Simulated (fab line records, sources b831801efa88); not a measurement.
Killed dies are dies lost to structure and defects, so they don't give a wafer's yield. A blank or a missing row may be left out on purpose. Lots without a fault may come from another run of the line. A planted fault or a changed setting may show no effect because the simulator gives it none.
fab line records | flow sky130
record lots=5 wafers=15 last_day=50
route steps=708 shown POLY_GATE@235 LDD_N@237 LDD_P@255 LDD_HVN@267
lots that met no fault: from a run of the same line without faults
start_h: hours from the record's first day to the start of the lot's first wafer shown | wait_h: hours since the lot's step before | " the same as in the row above | L1.1+2: a row that stands for several wafers | - no value, or no start given | * or withheld: withheld | < > ~ a bound
route shown NAME@n: a module of which the file shows steps, and the number in the route of the first | usual: mean/standard deviation of fault-free wafers | same: alike in all rows | chamber/n: place in a boat | sites: the reading at each site | _std_site: their standard deviation | _edge_site: outer sites' mean less inner sites' | radius_mm: how far each site lies from the wafer's centre | mask NAME#n: copy n | behind: the tool/chamber that last shaped the wafer | hold: why the lot was held/for how many hours/how that ended | device: the transistor (n, p or np) that didn't switch | end of line: the same wafers' tests at the end of the route | a step without rows: its recipe alone | killed: dies lost to structure and defects at the first sort, not the wafer's yield | map: a wafer's dies, x killed, . not, _ none there
set.NAME: the setting as run; set.NAME@STEP: as run at that earlier step | model.NAME: the simulator's own value behind a step, which no gauge read
lots at some steps of the route; a table a step, a row a wafer
services: from which hour (start_h, from the record's first day; less than 0 if before it) a tool's chamber was out of use, for how many hours, and why
## steps
# step SKY_POLY_GATE_THK_MEAS_21
# recipe reads=SiO2_of_POLY_GATE_OXIDATION_20
# usual POLY_GATE_OXIDATION_THK=4.00/0.08
# columns lot.wafer tool chamber start_h wait_h POLY_GATE_OXIDATION_THK[nm]
L074.1 film_metro-03 - 378.78 0.0 4.10
L074.4 " - " " 4.07
L074.5 " - " " 3.95
L085.1 film_metro-03 - 479.01 0.0 3.86
L085.3 " - " " 3.91
L085.6 " - " " 3.84
L086.1 film_metro-04 - 502.77 0.0 3.95
L086.2 " - " " 4.02
L086.5 " - " " 4.00
L094.1 film_metro-03 - 551.91 0.0 3.99
L094.3 " - " " 3.94
L094.4 " - " " 4.01
L096.1 film_metro-01 - 574.14 0.1 4.13
L096.2 " - " " 4.20
L096.5 " - " " 4.10
# step SKY_POLY_GATE_CD_MEAS_22
# usual cd_nm=149.7/1.7
# columns lot.wafer tool chamber start_h wait_h cd_nm
L074.1 cd_sem-01 - 378.84 0.1 149.6
L074.4 " - " " 154.6
L074.5 " - " " 153.5
L085.1 cd_sem-02 - 479.07 0.1 149.3
L085.3 " - " " 151.2
L085.6 " - " " 150.3
L086.1 cd_sem-01 - 502.83 0.1 146.1
L086.2 " - " " 150.1
L086.5 " - " " 147.6
L094.1 cd_sem-02 - 551.97 0.1 148.3
L094.3 " - " " 149.5
L094.4 " - " " 147.7
L096.1 cd_sem-01 - 574.20 0.1 149.4
L096.2 " - " " 151.1
L096.5 " - " " 147.6
# step SKY_LDD_N_DEHYDRATE_00
# recipe temp_c=200 time_s=60
# columns lot.wafer tool chamber start_h wait_h
L074.1+4+5 litho_track-02 0 392.28 13.4
L085.1+3+6 litho_track-02 0 493.93 14.8
L086.1+2+5 litho_track-03 0 517.31 14.5
L094.1+3+4 litho_track-04 0 566.12 14.1
L096.1+2+5 litho_track-02 0 587.78 13.5
# step SKY_LDD_N_HMDS_01
# recipe prime_time_s=60 prime_temp_c=120
# usual prime_temp_c=120.00/0.14
# columns lot.wafer tool chamber start_h wait_h prime_temp_c
L074.1 litho_track-02 0 392.43 0.1 119.96
L074.4 " 0 " " 119.95
L074.5 " 0 " " 120.08
L085.1 litho_track-02 0 494.08 0.1 119.84
L085.3 " 0 " " 120.02
L085.6 " 0 " " 119.95
L086.1 litho_track-03 0 517.46 0.1 120.08
L086.2 " 0 " " 120.14
L086.5 " 0 " " 119.86
L094.1 litho_track-04 0 566.27 0.1 119.96
L094.3 " 0 " " 119.78
L094.4 " 0 " " 119.77
L096.1 litho_track-02 0 587.93 0.1 119.66
L096.2 " 0 " " 119.84
L096.5 " 0 " " 119.74
# step SKY_LDD_N_COAT_02
# recipe resist=NOVOLAK spin_rpm=3000 resist_thk_nm=300
# columns lot.wafer tool chamber start_h wait_h
L074.1+4+5 litho_track-02 0 392.58 0.1
L085.1+3+6 litho_track-02 0 494.23 0.1
L086.1+2+5 litho_track-03 0 517.61 0.1
L094.1+3+4 litho_track-04 0 566.42 0.1
L096.1+2+5 litho_track-02 0 588.08 0.1
# step SKY_LDD_N_SOFTBAKE_03
# recipe temp_c=90 time_s=60 resist=NOVOLAK
# columns lot.wafer tool chamber start_h wait_h
L074.1+4+5 litho_track-02 0 392.73 0.1
L085.1+3+6 litho_track-02 0 494.38 0.1
L086.1+2+5 litho_track-03 0 517.76 0.1
L094.1+3+4 litho_track-04 0 566.57 0.1
L096.1+2+5 litho_track-02 0 588.23 0.1
# step SKY_LDD_N_EXPOSE_04
# recipe mask_id=NTM target_cd_nm=840 na=0.6 source_shape=conventional sigma_outer=0.6 dose_mj=110
# usual stage_vel_mm_s=500.01/0.23
# same sigma_outer=0.6
# columns lot.wafer tool chamber start_h wait_h mask stage_vel_mm_s
L074.1 iline_stepper-02 0 - - NTM#0 499.86
L074.4 " 0 " " NTM#0 499.79
L074.5 " 0 " " NTM#0 500.02
L085.1 iline_stepper-02 0 - - NTM#0 499.99
L085.3 " 0 " " NTM#0 500.02
L085.6 " 0 " " NTM#0 500.03
L086.1 iline_stepper-02 0 - - NTM#0 500.40
L086.2 " 0 " " NTM#0 500.37
L086.5 " 0 " " NTM#0 500.46
L094.1 iline_stepper-02 0 - - NTM#0 499.97
L094.3 " 0 " " NTM#0 499.85
L094.4 " 0 " " NTM#0 499.75
L096.1 iline_stepper-02 0 - - NTM#0 500.10
L096.2 " 0 " " NTM#0 499.81
L096.5 " 0 " " NTM#0 499.58
# step SKY_LDD_N_PEB_05
# recipe temp_c=withheld time_s=* resist=NOVOLAK
# columns lot.wafer tool chamber start_h wait_h
L074.1+4+5 litho_track-03 0 - -
L085.1+3+6 litho_track-02 0 - -
L086.1+2+5 litho_track-02 0 - -
L094.1+3+4 litho_track-03 0 - -
L096.1+2+5 litho_track-02 0 - -
# step SKY_LDD_N_DEVELOP_06
# recipe develop_time_s=60 dev_temp_c=23
# usual developer_temp_C=22.99/0.1
# same develop_time_s=60
# columns lot.wafer tool chamber start_h wait_h developer_temp_C
L074.1 litho_track-03 0 407.66 0.1 22.99
L074.4 " 0 " " 22.98
L074.5 " 0 " " 23.04
L085.1 litho_track-02 0 509.68 0.1 23.01
L085.3 " 0 " " 23.04
L085.6 " 0 " " 23.14
L086.1 litho_track-02 0 533.08 0.1 22.96
L086.2 " 0 " " 23.03
L086.5 " 0 " " 22.97
L094.1 litho_track-03 0 581.66 0.1 22.75
L094.3 " 0 " " 22.98
L094.4 " 0 " " 22.94
L096.1 litho_track-02 0 602.88 0.1 22.99
L096.2 " 0 " " 22.93
L096.5 " 0 " " 22.83
# step SKY_LDD_N_OVL_MEAS_07
# usual LDD_N_OVL=-1.3/1.2
# columns lot.wafer tool chamber start_h wait_h LDD_N_OVL[nm]
L074.1 overlay-02 - 407.81 0.1 -1.1
L074.4 " - " " -0.2
L074.5 " - " " -1.4
L085.1 overlay-01 - 509.83 0.1 -1.6
L085.3 " - " " -1.6
L085.6 " - " " -2.2
L086.1 overlay-02 - 533.23 0.1 -1.8
L086.2 " - " " -3.6
L086.5 " - " " -2.3
L094.1 overlay-02 - 581.81 0.1 0.3
L094.3 " - " " 0.9
L094.4 " - " " 1.5
L096.1 overlay-01 - 603.03 0.1 -3.3
L096.2 " - " " 0.2
L096.5 " - " " -1.1
# step SKY_LDD_N_IMPLANT_08
# recipe species=As energy_kev=20 dose_cm2=7.5e+13 tilt_deg=withheld rotation_deg=23
# usual beam_energy_keV=20.001/0.0073
# columns lot.wafer tool chamber start_h wait_h beam_energy_keV
L074.1 implanter-04 0 407.85 0.0 19.987
L074.4 " 0 " " 19.992
L074.5 " 0 " " 19.992
L085.1 implanter-01 0 509.86 0.0 20.007
L085.3 " 0 " " 19.999
L085.6 " 0 " " 20.002
L086.1 implanter-01 0 533.26 0.0 20.002
L086.2 " 0 " " 20.000
L086.5 " 0 " " 19.988
L094.1 implanter-03 0 581.85 0.0 20.003
L094.3 " 0 " " 19.990
L094.4 " 0 " " 19.996
L096.1 implanter-03 0 603.06 0.0 20.003
L096.2 " 0 " " 19.995
L096.5 " 0 " " 20.004
# step SKY_LDD_N_IMPLANT_09
# recipe species=As energy_kev=20 dose_cm2=7.5e+13 tilt_deg=withheld rotation_deg=113
# usual beam_energy_keV=19.999/0.0071
# columns lot.wafer tool chamber start_h wait_h beam_energy_keV
L074.1 implanter-04 0 408.00 0.1 19.997
L074.4 " 0 " " 20.001
L074.5 " 0 " " 19.994
L085.1 implanter-01 0 510.01 0.1 20.006
L085.3 " 0 " " 20.004
L085.6 " 0 " " 20.001
L086.1 implanter-01 0 533.41 0.1 20.015
L086.2 " 0 " " 19.999
L086.5 " 0 " " 20.008
L094.1 implanter-03 0 582.00 0.1 19.996
L094.3 " 0 " " 19.989
L094.4 " 0 " " 20.001
L096.1 implanter-03 0 603.21 0.1 20.007
L096.2 " 0 " " 20.004
L096.5 " 0 " " 20.009
# step SKY_LDD_N_IMPLANT_10
# recipe species=As energy_kev=20 dose_cm2=7.5e+13 tilt_deg=withheld rotation_deg=203
# usual beam_energy_keV=20.000/0.0069
# columns lot.wafer tool chamber start_h wait_h beam_energy_keV
L074.1 implanter-04 0 408.15 0.1 20.002
L074.4 " 0 " " 19.995
L074.5 " 0 " " 20.011
L085.1 implanter-01 0 510.16 0.1 20.003
L085.3 " 0 " " 20.007
L085.6 " 0 " " 19.997
L086.1 implanter-01 0 533.56 0.1 19.990
L086.2 " 0 " " 19.995
L086.5 " 0 " " 19.983
L094.1 implanter-03 0 582.15 0.1 20.010
L094.3 " 0 " " 20.000
L094.4 " 0 " " 20.012
L096.1 implanter-03 0 603.36 0.1 19.998
L096.2 " 0 " " 19.990
L096.5 " 0 " " 19.994
# step SKY_LDD_N_IMPLANT_11
# recipe species=As energy_kev=20 dose_cm2=7.5e+13 tilt_deg=withheld rotation_deg=293
# usual beam_energy_keV=20.001/0.0061
# columns lot.wafer tool chamber start_h wait_h beam_energy_keV
L074.1 implanter-04 0 408.30 0.1 20.000
L074.4 " 0 " " 19.995
L074.5 " 0 " " 19.997
L085.1 implanter-01 0 510.31 0.1 20.005
L085.3 " 0 " " 20.007
L085.6 " 0 " " 20.004
L086.1 implanter-01 0 533.71 0.1 19.997
L086.2 " 0 " " 20.000
L086.5 " 0 " " 20.002
L094.1 implanter-03 0 582.30 0.1 20.009
L094.3 " 0 " " 20.001
L094.4 " 0 " " 20.006
L096.1 implanter-03 0 603.51 0.1 20.006
L096.2 " 0 " " 20.009
L096.5 " 0 " " 20.002
# step SKY_LDD_N_IMPLANT_12
# recipe species=BF2 energy_kev=50 dose_cm2=5e+12 tilt_deg=30 rotation_deg=0
# usual beam_energy_keV=49.997/0.016
# columns lot.wafer tool chamber start_h wait_h beam_energy_keV
L074.1 implanter-04 0 408.45 0.1 49.992
L074.4 " 0 " " 50.020
L074.5 " 0 " " 49.998
L085.1 implanter-01 0 510.46 0.1 49.995
L085.3 " 0 " " 50.001
L085.6 " 0 " " 50.029
L086.1 implanter-01 0 533.86 0.1 50.032
L086.2 " 0 " " 50.011
L086.5 " 0 " " 50.029
L094.1 implanter-03 0 582.45 0.1 50.000
L094.3 " 0 " " 49.970
L094.4 " 0 " " 49.976
L096.1 implanter-03 0 603.66 0.1 49.973
L096.2 " 0 " " 49.999
L096.5 " 0 " " 49.973
# step SKY_LDD_N_IMPLANT_13
# recipe species=BF2 energy_kev=50 dose_cm2=5e+12 tilt_deg=30 rotation_deg=90
# usual beam_energy_keV=50.004/0.018
# columns lot.wafer tool chamber start_h wait_h beam_energy_keV
L074.1 implanter-04 0 408.60 0.1 49.987
L074.4 " 0 " " 49.982
L074.5 " 0 " " 49.995
L085.1 implanter-01 0 510.61 0.1 50.019
L085.3 " 0 " " 50.004
L085.6 " 0 " " 50.006
L086.1 implanter-01 0 534.01 0.1 50.013
L086.2 " 0 " " 50.031
L086.5 " 0 " " 50.001
L094.1 implanter-03 0 582.60 0.1 49.999
L094.3 " 0 " " 49.965
L094.4 " 0 " " 49.980
L096.1 implanter-03 0 603.81 0.1 50.018
L096.2 " 0 " " 49.987
L096.5 " 0 " " 49.995
# step SKY_LDD_N_IMPLANT_14
# recipe species=BF2 energy_kev=50 dose_cm2=5e+12 tilt_deg=30 rotation_deg=180
# usual beam_energy_keV=49.998/0.016
# columns lot.wafer tool chamber start_h wait_h beam_energy_keV
L074.1 implanter-04 0 408.75 0.1 49.977
L074.4 " 0 " " 49.992
L074.5 " 0 " " 49.965
L085.1 implanter-01 0 510.76 0.1 50.003
L085.3 " 0 " " 50.020
L085.6 " 0 " " 49.987
L086.1 implanter-01 0 534.16 0.1 50.027
L086.2 " 0 " " 50.007
L086.5 " 0 " " 49.984
L094.1 implanter-03 0 582.75 0.1 50.022
L094.3 " 0 " " 50.026
L094.4 " 0 " " 50.013
L096.1 implanter-03 0 603.96 0.1 50.018
L096.2 " 0 " " 50.012
L096.5 " 0 " " 50.017
# step SKY_LDD_N_IMPLANT_15
# recipe species=BF2 energy_kev=50 dose_cm2=5e+12 tilt_deg=30 rotation_deg=270
# usual beam_energy_keV=49.997/0.015
# columns lot.wafer tool chamber start_h wait_h beam_energy_keV
L074.1 implanter-04 0 408.90 0.1 50.003
L074.4 " 0 " " 49.978
L074.5 " 0 " " 49.993
L085.1 implanter-01 0 510.91 0.1 49.990
L085.3 " 0 " " 50.003
L085.6 " 0 " " 50.001
L086.1 implanter-01 0 534.31 0.1 50.005
L086.2 " 0 " " 50.010
L086.5 " 0 " " 50.007
L094.1 implanter-03 0 582.90 0.1 50.011
L094.3 " 0 " " 49.993
L094.4 " 0 " " 50.006
L096.1 implanter-03 0 604.11 0.1 49.992
L096.2 " 0 " " 50.003
L096.5 " 0 " " 50.024
# step SKY_LDD_N_STRIP_16
# recipe chemistry=O2/N2 power_w=1400 pressure_mtorr=1500 platen_temp_c=withheld o2_flow_sccm=3000 n2_flow_sccm=300 overash_fraction=0.5
# usual chamber_pressure_mTorr=1499.9/1.3 drypump_motor_current_A=5.9/0.47 n2_flow_sccm=300.0/0.85 oes_product_au=0.407/0.0042 strip_time_to_endpoint_s=4.317/0.014
# columns lot.wafer tool chamber start_h wait_h chamber_pressure_mTorr drypump_motor_current_A n2_flow_sccm oes_product_au rf_hours_counter_h strip_time_to_endpoint_s
L074.1 plasma_asher-03 1 409.05 0.1 1496.5 5.8 300.4 0.406 71 4.309
L074.4 " 1 " " 1501.4 5.8 300.1 0.400 - 4.289
L074.5 " 0 " " 1499.9 6.7 299.0 0.411 - 4.294
L085.1 plasma_asher-04 0 511.06 0.1 1501.6 5.3 299.4 0.405 68 4.319
L085.3 " 0 " " 1498.7 5.3 299.7 0.405 - 4.309
L085.6 " 0 " " 1500.4 5.3 298.6 0.402 - 4.321
L086.1 plasma_asher-03 1 534.46 0.1 1500.6 5.8 300.8 0.408 10 4.331
L086.2 " 0 " " 1498.6 6.8 299.6 0.408 10 4.332
L086.5 " 1 " " 1496.8 5.8 299.2 0.398 - 4.319
L094.1 plasma_asher-01 0 583.05 0.1 1496.3 5.5 300.4 0.403 46 4.313
L094.3 " 1 " " 1499.0 5.8 299.2 0.403 - 4.310
L094.4 " 0 " " 1499.2 5.5 300.7 0.408 - 4.315
L096.1 plasma_asher-03 0 604.26 0.1 1499.1 6.8 300.1 0.404 17 4.318
L096.2 " 1 " " 1499.8 5.8 299.3 0.398 17 4.296
L096.5 " 1 " " 1501.1 5.8 300.4 0.406 - 4.294
# step SKY_LDD_N_TW_MEAS_17
# usual LDD_N_TW=2592/10
# columns lot.wafer tool chamber start_h wait_h LDD_N_TW
L074.1 film_metro-04 - 409.15 0.1 2604
L074.4 " - " " 2619
L074.5 " - " " 2604
L085.1 film_metro-02 - 511.16 0.1 2585
L085.3 " - " " 2577
L085.6 " - " " 2575
L086.1 film_metro-04 - 534.56 0.1 2593
L086.2 " - " " 2584
L086.5 " - " " 2592
L094.1 film_metro-01 - 583.15 0.1 2574
L094.3 " - " " 2608
L094.4 " - " " 2601
L096.1 film_metro-04 - 604.36 0.1 2579
L096.2 " - " " 2598
L096.5 " - " " 2587
# step SKY_LDD_P_DEHYDRATE_00
# recipe temp_c=200 time_s=60
# columns lot.wafer tool chamber start_h wait_h
L074.1+4+5 litho_track-03 0 423.31 14.2
L085.1+3+6 litho_track-02 0 525.63 14.5
L086.1+2+5 litho_track-03 0 549.26 14.7
L094.1+3+4 litho_track-03 0 596.81 13.7
L096.1+2+5 litho_track-03 0 617.81 13.4
# step SKY_LDD_P_HMDS_01
# recipe prime_time_s=60 prime_temp_c=120
# usual prime_temp_c=119.99/0.13
# columns lot.wafer tool chamber start_h wait_h prime_temp_c
L074.1 litho_track-03 0 423.46 0.1 119.98
L074.4 " 0 " " 120.04
L074.5 " 0 " " 120.04
L085.1 litho_track-02 0 525.78 0.1 120.27
L085.3 " 0 " " 120.30
L085.6 " 0 " " 120.05
L086.1 litho_track-03 0 549.41 0.1 119.96
L086.2 " 0 " " 120.06
L086.5 " 0 " " 119.92
L094.1 litho_track-03 0 596.96 0.1 120.01
L094.3 " 0 " " 120.15
L094.4 " 0 " " 120.10
L096.1 litho_track-03 0 617.96 0.1 120.09
L096.2 " 0 " " 120.05
L096.5 " 0 " " 120.07
# step SKY_LDD_P_COAT_02
# recipe resist=NOVOLAK spin_rpm=3000 resist_thk_nm=1140
# columns lot.wafer tool chamber start_h wait_h
L074.1+4+5 litho_track-03 0 423.61 0.1
L085.1+3+6 litho_track-02 0 525.93 0.1
L086.1+2+5 litho_track-03 0 549.56 0.1
L094.1+3+4 litho_track-03 0 597.11 0.1
L096.1+2+5 litho_track-03 0 618.11 0.1
# step SKY_LDD_P_SOFTBAKE_03
# recipe temp_c=90 time_s=60 resist=NOVOLAK
# columns lot.wafer tool chamber start_h wait_h
L074.1+4+5 litho_track-03 0 423.76 0.1
L085.1+3+6 litho_track-02 0 526.08 0.1
L086.1+2+5 litho_track-03 0 549.71 0.1
L094.1+3+4 litho_track-03 0 597.26 0.1
L096.1+2+5 litho_track-03 0 618.26 0.1
# step SKY_LDD_P_EXPOSE_04
# recipe mask_id=PSDM na=0.6 source_shape=conventional sigma_outer=0.6 polarization=unpolarized target_cd_nm=380 dose_mj=138
# usual stage_vel_mm_s=500.04/0.24
# same sigma_outer=0.6
# columns lot.wafer tool chamber start_h wait_h mask stage_vel_mm_s
L074.1 iline_stepper-02 0 - - PSDM#0 500.23
L074.4 " 0 " " PSDM#0 500.03
L074.5 " 0 " " PSDM#0 500.24
L085.1 iline_stepper-01 0 - - PSDM#0 500.05
L085.3 " 0 " " PSDM#0 499.77
L085.6 " 0 " " PSDM#0 499.91
L086.1 iline_stepper-02 0 - - PSDM#0 500.12
L086.2 " 0 " " PSDM#0 499.80
L086.5 " 0 " " PSDM#0 500.04
L094.1 iline_stepper-02 0 - - PSDM#0 499.66
L094.3 " 0 " " PSDM#0 499.90
L094.4 " 0 " " PSDM#0 499.46
L096.1 iline_stepper-02 0 - - PSDM#0 500.03
L096.2 " 0 " " PSDM#0 500.17
L096.5 " 0 " " PSDM#0 499.87
# step SKY_LDD_P_PEB_05
# recipe temp_c=withheld time_s=* resist=NOVOLAK
# columns lot.wafer tool chamber start_h wait_h
L074.1+4+5 litho_track-01 0 - -
L085.1+3+6 litho_track-01 0 - -
L086.1+2+5 litho_track-03 0 - -
L094.1+3+4 litho_track-02 0 - -
L096.1+2+5 litho_track-03 0 - -
# step SKY_LDD_P_DEVELOP_06
# recipe resist=NOVOLAK developer=TMAH develop_time_s=60 dev_temp_c=23
# usual developer_temp_C=23.01/0.097
# same develop_time_s=60
# columns lot.wafer tool chamber start_h wait_h developer_temp_C
L074.1 litho_track-01 0 438.59 0.1 23.14
L074.4 " 0 " " 23.01
L074.5 " 0 " " 23.06
L085.1 litho_track-01 0 541.19 0.1 23.18
L085.3 " 0 " " 23.15
L085.6 " 0 " " 22.98
L086.1 litho_track-03 0 564.56 0.1 23.07
L086.2 " 0 " " 22.90
L086.5 " 0 " " 23.08
L094.1 litho_track-02 0 611.98 0.1 23.04
L094.3 " 0 " " 23.02
L094.4 " 0 " " 23.00
L096.1 litho_track-03 0 632.21 0.1 22.92
L096.2 " 0 " " 22.89
L096.5 " 0 " " 22.95
# step SKY_LDD_P_CD_MEAS_07
# recipe target_cd_nm=380
# usual cd_nm=380.2/2.9
# columns lot.wafer tool chamber start_h wait_h cd_nm
L074.1 cd_sem-02 - 438.74 0.1 380.5
L074.4 " - " " 379.2
L074.5 " - " " 380.7
L085.1 cd_sem-01 - 541.34 0.1 383.1
L085.3 " - " " 379.7
L085.6 " - " " 381.3
L086.1 cd_sem-01 - 564.71 0.1 376.0
L086.2 " - " " 377.0
L086.5 " - " " 377.8
L094.1 cd_sem-01 - 612.13 0.1 381.0
L094.3 " - " " 377.6
L094.4 " - " " 378.6
L096.1 cd_sem-02 - 632.36 0.1 380.0
L096.2 " - " " 382.8
L096.5 " - " " 381.2
# step SKY_LDD_P_OVL_MEAS_08
# usual LDD_P_OVL=-0.9/1.5
# columns lot.wafer tool chamber start_h wait_h LDD_P_OVL[nm]
L074.1 overlay-01 - 438.86 0.1 -2.6
L074.4 " - " " -1.8
L074.5 " - " " -0.4
L085.1 overlay-02 - 541.46 0.1 1.5
L085.3 " - " " -0.5
L085.6 " - " " -1.0
L086.1 overlay-02 - 564.83 0.1 1.0
L086.2 " - " " 1.5
L086.5 " - " " -0.2
L094.1 overlay-02 - 612.25 0.1 -3.5
L094.3 " - " " -3.4
L094.4 " - " " -0.7
L096.1 overlay-01 - 632.48 0.1 0.6
L096.2 " - " " 0.6
L096.5 " - " " 1.3
# step SKY_LDD_P_IMPLANT_09
# recipe species=BF2 energy_kev=25 dose_cm2=1e+13 tilt_deg=withheld
# usual beam_energy_keV=25.000/0.0082
# columns lot.wafer tool chamber start_h wait_h beam_energy_keV
L074.1 implanter-01 0 438.90 0.0 24.995
L074.4 " 0 " " 24.987
L074.5 " 0 " " 24.990
L085.1 implanter-02 0 541.50 0.0 24.998
L085.3 " 0 " " 25.000
L085.6 " 0 " " 24.999
L086.1 implanter-01 0 564.87 0.0 25.007
L086.2 " 0 " " 25.002
L086.5 " 0 " " 25.010
L094.1 implanter-02 0 612.28 0.0 25.009
L094.3 " 0 " " 25.000
L094.4 " 0 " " 25.001
L096.1 implanter-03 0 632.52 0.0 24.998
L096.2 " 0 " " 24.998
L096.5 " 0 " " 24.998
# step SKY_LDD_P_STRIP_10
# recipe chemistry=O2/N2 power_w=1400 pressure_mtorr=1500 platen_temp_c=withheld o2_flow_sccm=3000 n2_flow_sccm=300 overash_fraction=0.5
# usual chamber_pressure_mTorr=1500.3/1.2 drypump_motor_current_A=5.8/0.47 n2_flow_sccm=300.1/0.89 oes_product_au=0.715/0.0045 strip_time_to_endpoint_s=14.19/0.046
# columns lot.wafer tool chamber start_h wait_h chamber_pressure_mTorr drypump_motor_current_A n2_flow_sccm oes_product_au rf_hours_counter_h strip_time_to_endpoint_s
L074.1 plasma_asher-04 0 439.05 0.1 1502.3 5.3 298.3 0.715 61 14.19
L074.4 " 0 " " 1499.7 5.3 299.6 0.718 - 14.23
L074.5 " 0 " " 1502.0 5.3 300.0 0.724 - 14.22
L085.1 plasma_asher-04 0 541.65 0.1 1499.4 5.3 300.8 0.711 71 14.14
L085.3 " 0 " " 1502.5 5.4 300.6 0.707 - 14.21
L085.6 " 0 " " 1500.1 5.3 301.1 0.712 - 14.15
L086.1 plasma_asher-03 1 565.02 0.1 1501.2 5.8 299.1 0.717 13 14.08
L086.2 " 0 " " 1500.1 6.7 300.2 0.712 13 14.08
L086.5 " 1 " " 1497.8 5.8 299.7 0.718 - 14.12
L094.1 plasma_asher-02 0 612.43 0.1 1500.2 5.2 300.0 0.710 92 14.19
L094.3 " 1 " " 1499.9 5.9 300.7 0.714 - 14.21
L094.4 " 0 " " 1501.2 5.2 300.5 0.716 - 14.21
L096.1 plasma_asher-04 0 632.67 0.1 1500.1 5.3 299.9 0.718 80 14.17
L096.2 " 1 " " 1499.6 5.9 301.3 0.706 80 14.16
L096.5 " 1 " " 1499.6 5.9 300.9 0.708 - 14.16
# step SKY_LDD_P_TW_MEAS_11
# usual LDD_P_TW=637/3.2
# columns lot.wafer tool chamber start_h wait_h LDD_P_TW
L074.1 film_metro-01 - 439.15 0.1 640
L074.4 " - " " 639
L074.5 " - " " 636
L085.1 film_metro-03 - 541.75 0.1 637
L085.3 " - " " 639
L085.6 " - " " 638
L086.1 film_metro-03 - 565.12 0.1 633
L086.2 " - " " 635
L086.5 " - " " 632
L094.1 film_metro-03 - 612.53 0.1 642
L094.3 " - " " 636
L094.4 " - " " 639
L096.1 film_metro-03 - 632.77 0.1 643
L096.2 " - " " 640
L096.5 " - " " 636
# step SKY_LDD_HVN_DEHYDRATE_00
# recipe temp_c=200 time_s=60
# columns lot.wafer tool chamber start_h wait_h
L074.1+4+5 litho_track-03 0 453.71 14.6
L085.1+3+6 litho_track-01 0 555.34 13.6
L086.1+2+5 litho_track-04 0 579.37 14.2
L094.1+3+4 litho_track-01 0 625.94 13.4
L096.1+2+5 litho_track-04 0 646.57 13.8
# step SKY_LDD_HVN_HMDS_01
# recipe prime_time_s=60 prime_temp_c=120
# usual prime_temp_c=120.03/0.13
# columns lot.wafer tool chamber start_h wait_h prime_temp_c
L074.1 litho_track-03 0 453.86 0.1 120.08
L074.4 " 0 " " 120.01
L074.5 " 0 " " 120.37
L085.1 litho_track-01 0 555.49 0.1 119.97
L085.3 " 0 " " 120.12
L085.6 " 0 " " 119.83
L086.1 litho_track-04 0 579.52 0.1 120.18
L086.2 " 0 " " 119.96
L086.5 " 0 " " 119.81
L094.1 litho_track-01 0 626.09 0.1 120.04
L094.3 " 0 " " 119.88
L094.4 " 0 " " 120.09
L096.1 litho_track-04 0 646.72 0.1 119.97
L096.2 " 0 " " 120.08
L096.5 " 0 " " 120.03
# step SKY_LDD_HVN_COAT_02
# recipe resist=NOVOLAK spin_rpm=2977 resist_thk_nm=300
# columns lot.wafer tool chamber start_h wait_h
L074.1+4+5 litho_track-03 0 454.01 0.1
L085.1+3+6 litho_track-01 0 555.64 0.1
L086.1+2+5 litho_track-04 0 579.67 0.1
L094.1+3+4 litho_track-01 0 626.24 0.1
L096.1+2+5 litho_track-04 0 646.87 0.1
# step SKY_LDD_HVN_SOFTBAKE_03
# recipe temp_c=90 time_s=60 resist=NOVOLAK
# columns lot.wafer tool chamber start_h wait_h
L074.1+4+5 litho_track-03 0 454.16 0.1
L085.1+3+6 litho_track-01 0 555.79 0.1
L086.1+2+5 litho_track-04 0 579.82 0.1
L094.1+3+4 litho_track-01 0 626.39 0.1
L096.1+2+5 litho_track-04 0 647.02 0.1
# step SKY_LDD_HVN_EXPOSE_04
# recipe mask_id=HVNTM na=0.6 source_shape=conventional sigma_outer=0.6 polarization=unpolarized target_cd_nm=700 dose_mj=127
# usual stage_vel_mm_s=500.00/0.27
# same sigma_outer=0.6
# columns lot.wafer tool chamber start_h wait_h mask stage_vel_mm_s
L074.1 iline_stepper-02 0 - - HVNTM#0 500.17
L074.4 " 0 " " HVNTM#0 499.62
L074.5 " 0 " " HVNTM#0 500.12
L085.1 iline_stepper-02 0 - - HVNTM#0 499.80
L085.3 " 0 " " HVNTM#0 500.18
L085.6 " 0 " " HVNTM#0 500.11
L086.1 iline_stepper-02 0 - - HVNTM#0 499.94
L086.2 " 0 " " HVNTM#0 500.13
L086.5 " 0 " " HVNTM#0 499.91
L094.1 iline_stepper-01 0 - - HVNTM#0 500.04
L094.3 " 0 " " HVNTM#0 500.18
L094.4 " 0 " " HVNTM#0 500.12
L096.1 iline_stepper-02 0 - - HVNTM#0 500.39
L096.2 " 0 " " HVNTM#0 499.95
L096.5 " 0 " " HVNTM#0 499.75
# step SKY_LDD_HVN_PEB_05
# recipe temp_c=withheld time_s=* resist=NOVOLAK
# columns lot.wafer tool chamber start_h wait_h
L074.1+4+5 litho_track-04 0 - -
L085.1+3+6 litho_track-03 0 - -
L086.1+2+5 litho_track-03 0 - -
L094.1+3+4 litho_track-01 0 - -
L096.1+2+5 litho_track-01 0 - -
# step SKY_LDD_HVN_DEVELOP_06
# recipe resist=NOVOLAK developer=TMAH develop_time_s=60 dev_temp_c=23
# usual developer_temp_C=23.00/0.091
# same develop_time_s=60
# columns lot.wafer tool chamber start_h wait_h developer_temp_C
L074.1 litho_track-04 0 469.62 0.1 22.85
L074.4 " 0 " " 22.81
L074.5 " 0 " " 22.99
L085.1 litho_track-03 0 571.41 0.1 23.06
L085.3 " 0 " " 23.04
L085.6 " 0 " " 23.12
L086.1 litho_track-03 0 593.76 0.1 23.10
L086.2 " 0 " " 23.04
L086.5 " 0 " " 22.85
L094.1 litho_track-01 0 640.94 0.1 22.85
L094.3 " 0 " " 23.01
L094.4 " 0 " " 23.02
L096.1 litho_track-01 0 660.84 0.1 22.95
L096.2 " 0 " " 23.03
L096.5 " 0 " " 23.05
## services
# columns tool chamber start_h hours kind
implanter-02 - 371.05 5.4 pm
iline_stepper-02 - 414.11 1.2 repair
plasma_asher-03 - 421.25 9.0 pm
plasma_asher-03 0 421.25 9.0 vent_cycle
iline_stepper-02 - 421.84 1.8 repair
implanter-03 - 450.06 6.0 pm
iline_stepper-02 - 457.75 1.7 pm
plasma_asher-01 - 459.42 1.8 repair
iline_stepper-02 - 461.91 2.6 repair
implanter-01 - 462.93 1.4 repair
implanter-01 - 482.20 1.6 repair
plasma_asher-04 - 498.43 7.4 repair
implanter-02 - 510.21 18.8 repair
plasma_asher-03 - 514.66 2.8 pm
implanter-02 - 518.29 1.7 repair
iline_stepper-01 - 560.21 1.7 pm
implanter-03 - 560.48 12.0 pm
implanter-04 - 577.35 17.1 pm
implanter-03 - 583.63 3.0 repair
implanter-03 - 588.26 1.7 repair
plasma_asher-02 - 606.63 0.4 repair
implanter-04 - 612.11 1.9 repair
plasma_asher-01 - 631.41 4.5 repair
iline_stepper-02 - 656.47 4.4 pm
## key
fault none
